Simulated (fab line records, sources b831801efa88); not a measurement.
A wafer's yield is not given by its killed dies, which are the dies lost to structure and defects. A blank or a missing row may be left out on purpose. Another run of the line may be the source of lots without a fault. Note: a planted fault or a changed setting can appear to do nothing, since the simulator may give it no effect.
Which tool was responsible? || flow gf180mcu || 39 wafers from 13 lots sampled at 2 of the route's 602 steps

== WHAT EACH GAUGE READ, for each wafer ==
GF_V2_THK_MEAS_25: measures by xrf. Usual: for V2_W_THK the level is 353 nm and the standard deviation is 4.9.
{"lot": "L324", "measured": "day 20 09:45", "on": "film-metro-03", "V2_W_THK (nm)": "358 354 350", "flag": ""}
{"lot": "L325", "measured": "day 20 13:29", "on": "film-metro-01", "V2_W_THK (nm)": "358 354 359", "flag": ""}
{"lot": "L326", "measured": "day 21 07:43", "on": "film-metro-01", "V2_W_THK (nm)": "353 354 354", "flag": ""}
{"lot": "L328", "measured": "day 22 06:23", "on": "film-metro-03", "V2_W_THK (nm)": "353 350 353", "flag": ""}
{"lot": "L330", "measured": "day 22 23:29", "on": "film-metro-01", "V2_W_THK (nm)": "358 356 357", "flag": ""}
{"lot": "L335", "measured": "day 25 03:34", "on": "film-metro-03", "V2_W_THK (nm)": "351 354 356", "flag": ""}
{"lot": "L338", "measured": "day 26 01:03", "on": "film-metro-02", "V2_W_THK (nm)": "359 357 363", "flag": ""}
{"lot": "L339", "measured": "day 26 01:26", "on": "film-metro-01", "V2_W_THK (nm)": "356 356 361", "flag": ""}
{"lot": "L341", "measured": "day 26 16:16", "on": "film-metro-03", "V2_W_THK (nm)": "354 345 350", "flag": ""}
{"lot": "L342", "measured": "day 26 20:13", "on": "film-metro-03", "V2_W_THK (nm)": "343 347 349", "flag": ""}
{"lot": "L343", "measured": "day 27 01:41", "on": "film-metro-03", "V2_W_THK (nm)": "342 343 347", "flag": ""}
{"lot": "L345", "measured": "day 27 11:34", "on": "film-metro-02", "V2_W_THK (nm)": "360 359 359", "flag": ""}
{"lot": "L346", "measured": "day 27 18:51", "on": "film-metro-01", "V2_W_THK (nm)": "356 357 353", "flag": ""}

== WHICH TOOL RAN EACH LOT (tool, then ch and the chambers of the sampled wafers, then the start) ==
{"lot": "L324", "GF_V2_SPUTTER_21": "pvd-sputter-03, day 20 09:24"}
{"lot": "L325", "GF_V2_SPUTTER_21": "pvd-sputter-02, day 20 13:08"}
{"lot": "L326", "GF_V2_SPUTTER_21": "pvd-sputter-02, day 21 07:22"}
{"lot": "L328", "GF_V2_SPUTTER_21": "pvd-sputter-03, day 22 06:03"}
{"lot": "L330", "GF_V2_SPUTTER_21": "pvd-sputter-02, day 22 23:09"}
{"lot": "L335", "GF_V2_SPUTTER_21": "pvd-sputter-03, day 25 03:14"}
{"lot": "L338", "GF_V2_SPUTTER_21": "pvd-sputter-04, day 26 00:43"}
{"lot": "L339", "GF_V2_SPUTTER_21": "pvd-sputter-02, day 26 01:06"}
{"lot": "L341", "GF_V2_SPUTTER_21": "pvd-sputter-04, day 26 15:55"}
{"lot": "L342", "GF_V2_SPUTTER_21": "pvd-sputter-02, day 26 19:53"}
{"lot": "L343", "GF_V2_SPUTTER_21": "pvd-sputter-02, day 27 01:21"}
{"lot": "L345", "GF_V2_SPUTTER_21": "pvd-sputter-04, day 27 11:13"}
{"lot": "L346", "GF_V2_SPUTTER_21": "pvd-sputter-02, day 27 18:31"}
- GF_V2_SPUTTER_21: material Ti, target thk 15 nm, time 80.02 s.

== AS READ BY THE TOOLS THEMSELVES (means over the sampled wafers that have a number; for cases with no such wafer, the mark the record gives instead) ==
GF_V2_SPUTTER_21. Usual: cathode-dc-power-W 2500.0 W, standard deviation 0.4; throttle-valve-pct 30.6 %, standard deviation 0.95.
{"lot": "L324", "tool": "pvd-sputter-03", "cathode-dc-power-W (W)": 2500.3, "throttle-valve-pct (%)": 30.9, "flag": ""}
{"lot": "L325", "tool": "pvd-sputter-02", "cathode-dc-power-W (W)": 2499.9, "throttle-valve-pct (%)": 31.2, "flag": ""}
{"lot": "L326", "tool": "pvd-sputter-02", "cathode-dc-power-W (W)": 2499.8, "throttle-valve-pct (%)": 31.1, "flag": ""}
{"lot": "L328", "tool": "pvd-sputter-03", "cathode-dc-power-W (W)": 2499.9, "throttle-valve-pct (%)": 30.4, "flag": ""}
{"lot": "L330", "tool": "pvd-sputter-02", "cathode-dc-power-W (W)": 2500.1, "throttle-valve-pct (%)": 30.9, "flag": ""}
{"lot": "L335", "tool": "pvd-sputter-03", "cathode-dc-power-W (W)": 2365.3, "throttle-valve-pct (%)": 30.0, "flag": "OFF"}
{"lot": "L338", "tool": "pvd-sputter-04", "cathode-dc-power-W (W)": 2499.8, "throttle-valve-pct (%)": 30.6, "flag": ""}
{"lot": "L339", "tool": "pvd-sputter-02", "cathode-dc-power-W (W)": 2500.0, "throttle-valve-pct (%)": 30.4, "flag": ""}
{"lot": "L341", "tool": "pvd-sputter-04", "cathode-dc-power-W (W)": 2500.0, "throttle-valve-pct (%)": 30.5, "flag": ""}
{"lot": "L342", "tool": "pvd-sputter-02", "cathode-dc-power-W (W)": 2500.1, "throttle-valve-pct (%)": 30.5, "flag": ""}
{"lot": "L343", "tool": "pvd-sputter-02", "cathode-dc-power-W (W)": 2499.9, "throttle-valve-pct (%)": 30.5, "flag": ""}
{"lot": "L345", "tool": "pvd-sputter-04", "cathode-dc-power-W (W)": 2500.2, "throttle-valve-pct (%)": 30.9, "flag": ""}
{"lot": "L346", "tool": "pvd-sputter-02", "cathode-dc-power-W (W)": 2500.3, "throttle-valve-pct (%)": 31.0, "flag": ""}

== THE ANSWER, worked out from the rows above alone ==
Rule: take the mean of a lot's wafers that have a number; if it is more than 3 standard deviations from the usual mean, the lot is off. A lot without any number at a reading at which 4 lots or more have one is off too. Where the step has rows for the other lots, those lots are counted as sound. Order of review: gauges by route order, followed by the tools' own readings, for which a lot's mean as printed above is used. The first step at which some lot is off is used, and at that step the reading that is off furthest; a lot without a number counts as furthest.
Off: L335 (GF_V2_SPUTTER_21, cathode-dc-power-W).
If a tool, at that step or one of the process steps before it, ran each lot that is off and ran no sound lot following the first of them, it fits. One candidate fits, namely pvd-sputter-03 at GF_V2_SPUTTER_21. Its last sound lot is L328 (day 22 06:03), its first lot that is off L335 (day 25 03:14): a fault that began between those two fits.
The tool's own readings at GF_V2_SPUTTER_21 bear it out: on the lots that are off they differ by more than 5 times the standard deviation of the sound lots' means. cathode-dc-power-W reads 2365.3 W there against 2500.0 W on the sound lots.

== WHAT WAS PUT IN BY THE SIMULATOR ==
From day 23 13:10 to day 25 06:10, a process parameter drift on pvd-sputter-03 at GF_V2_SPUTTER_21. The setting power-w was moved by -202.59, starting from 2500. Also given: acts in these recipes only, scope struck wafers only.
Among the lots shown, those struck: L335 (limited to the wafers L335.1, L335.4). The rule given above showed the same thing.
